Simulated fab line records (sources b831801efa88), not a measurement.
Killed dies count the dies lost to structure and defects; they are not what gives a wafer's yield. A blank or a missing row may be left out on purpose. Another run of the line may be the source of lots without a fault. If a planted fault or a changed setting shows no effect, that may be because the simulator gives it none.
A lot that was struck, set against a sound lot + flow sky130 + 22 out of 708 route steps
Sound: these wafers, L284.1, L284.4, L284.6. Wafers struck: L289.2, L289.3, L289.6. Last of all comes the cause.
Each step with rows lists, per side, the tool, then ch with its chambers, then its first start. Under that, the readings that differ: sound wafers + struck wafers + difference of the means + sigmas: that difference in standard deviations of wafers without a fault.
alike: same words and numbers on both sides, and readings whose means sit less than 2 such deviations apart. not compared: any withheld reading, any reading some wafer has no value for, any bound like >300 that may hide the same value, and any number with overlapping values for which the record gives no deviation.
The two part at a step that has a row with sigmas, a row that says differs or no value, or rows on one side only. Numbers that have no deviation but don't overlap get no sigmas and don't part them. Lack of a reading on every wafer of one side parts them only where that side has two or more wafers.

SKY_METAL4_ETCH_17: etches SiO2 in C4F8/O2/Ar, stops on TiN, time 3.9 s, target depth 15 nm.
  sound on rie_diel-04 ch 1,2,3, day 43 06:26; struck on rie_diel-04 ch 0,2,3, day 44 16:02
  alike: oes_product_au
  not compared: rf_hours_counter_h
SKY_METAL4_METAL_ETCH_18: etches the open film in Cl2/BCl3, stops on SiO2, target depth 845 nm, time 183.1 s.
  sound on rie_metal-04 ch 0,1, day 43 06:28; struck on rie_metal-03 ch 0,1, day 44 16:03
  alike: drypump_motor_current_A, oes_product_au, throttle_valve_pct
  not compared: rf_hours_counter_h
SKY_METAL4_STRIP_19: strips in O2/N2.
  sound on plasma_asher-02 ch 0,1, day 43 06:38; struck on plasma_asher-02 ch 0, day 44 16:14
  alike: drypump_motor_current_A, oes_product_au, strip_time_to_endpoint_s
  not compared: rf_hours_counter_h
then, 4 steps without rows for these wafers: SKY_METAL4_STRIP_20 (strips in post etch residue remover, time 1200 s); SKY_METAL4_CLEAN_21 (cleans in IPA, time 180 s); SKY_METAL4_CLEAN_22 (cleans in O3/DIW); SKY_VIA4_HDPCVD_00 (deposits SiO2, target thk 1750 nm, time 282.1 s).
SKY_VIA4_THK_MEAS_01:
  struck on film_metro-01, day 44 17:06; sound on film_metro-03, day 43 07:24
  alike: VIA4_HDPCVD_THK
SKY_VIA4_CMP_02: polishes SiO2.
  sound on cmp-02 ch 0,1, day 43 07:28; struck on cmp-02 ch 0,1,2, day 44 17:15
  alike: motor_current_A, platen_rpm
SKY_VIA4_BOW_MEAS_03:
  struck on film_metro-02, day 44 17:28; sound on film_metro-03, day 43 07:46
  alike: VIA4_BOW
then, 2 steps without rows for these wafers: SKY_VIA4_DEHYDRATE_04 (time 60 s); SKY_VIA4_HMDS_05 (prime time 60 s).
SKY_VIA4_COAT_06: resist thk 1140 nm.
  sound on litho_track-02 ch 0, day 43 19:04; struck on litho_track-02 ch 0, day 45 03:20
| reading                                   | sound             | struck            | difference | sigmas |
|-------------------------------------------|-------------------|-------------------|------------|--------|
| chill_plate_temp_C (C)                    | 22.78 22.90 22.74 | 22.96 22.98 23.15 | +0.22      | +2     |
| model.NOVOLAK_of_VIA4_COAT_06.thk_nm (nm) | 1136 1138 1136    | 1033 1034 1034    | -103       |        |
then, 4 steps without rows for these wafers: SKY_VIA4_SOFTBAKE_07 (time 60 s); SKY_VIA4_EXPOSE_08 (exposes mask VIM4, target cd 800 nm); SKY_VIA4_PEB_09; SKY_VIA4_DEVELOP_10 (develop time 60 s).
SKY_VIA4_OVL_MEAS_11:
  struck on overlay-02, day 45 14:31; sound on overlay-01, day 44 05:39
  alike: VIA4_OVL
SKY_VIA4_ETCH_12: etches SiO2 in C4F8/O2/Ar, stops on TiN, target depth 580 nm.
  sound on rie_diel-01 ch 1,3, day 44 05:41; struck on rie_diel-04 ch 1,2, day 45 14:32
| reading                                   | sound             | struck            | difference | sigmas |
|-------------------------------------------|-------------------|-------------------|------------|--------|
| model.NOVOLAK_of_VIA4_COAT_06.thk_nm (nm) | 1005 1007 1005    | 900.3 905.7 906.3 | -101.6     |        |
| model.VIA4.cd_nm (nm)                     | 802.1 801.4 802.8 | 807.3 809.6 808   | +6.2       |        |
  alike: oes_product_au
SKY_VIA4_STRIP_13: strips in O2/N2.
  sound on plasma_asher-04 ch 0,1, day 44 05:46; struck on plasma_asher-03 ch 0,1, day 45 14:37
| reading                      | sound                | struck               | difference | sigmas |
|------------------------------|----------------------|----------------------|------------|--------|
| strip_time_to_endpoint_s (s) | 12.787 12.826 12.799 | 11.578 11.642 11.636 | -1.185     | -40    |
  alike: drypump_motor_current_A, oes_product_au
  not compared: rf_hours_counter_h
then, 1 step without rows for these wafers: SKY_VIA4_STRIP_14 (strips in post etch residue remover, time 1200 s).
SKY_PAD_OPEN_PROBE_99:
  sound wafers here have rows in the record (prober-01, day 47 01:22); struck ones have none

## WHERE THEY PART
Last at SKY_PAD_OPEN_PROBE_99 as far as this record goes, first at SKY_VIA4_COAT_06.

WHY: what the simulator had put in
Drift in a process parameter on litho_track-02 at SKY_VIA4_COAT_06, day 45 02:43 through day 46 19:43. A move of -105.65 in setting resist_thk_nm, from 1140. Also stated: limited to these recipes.
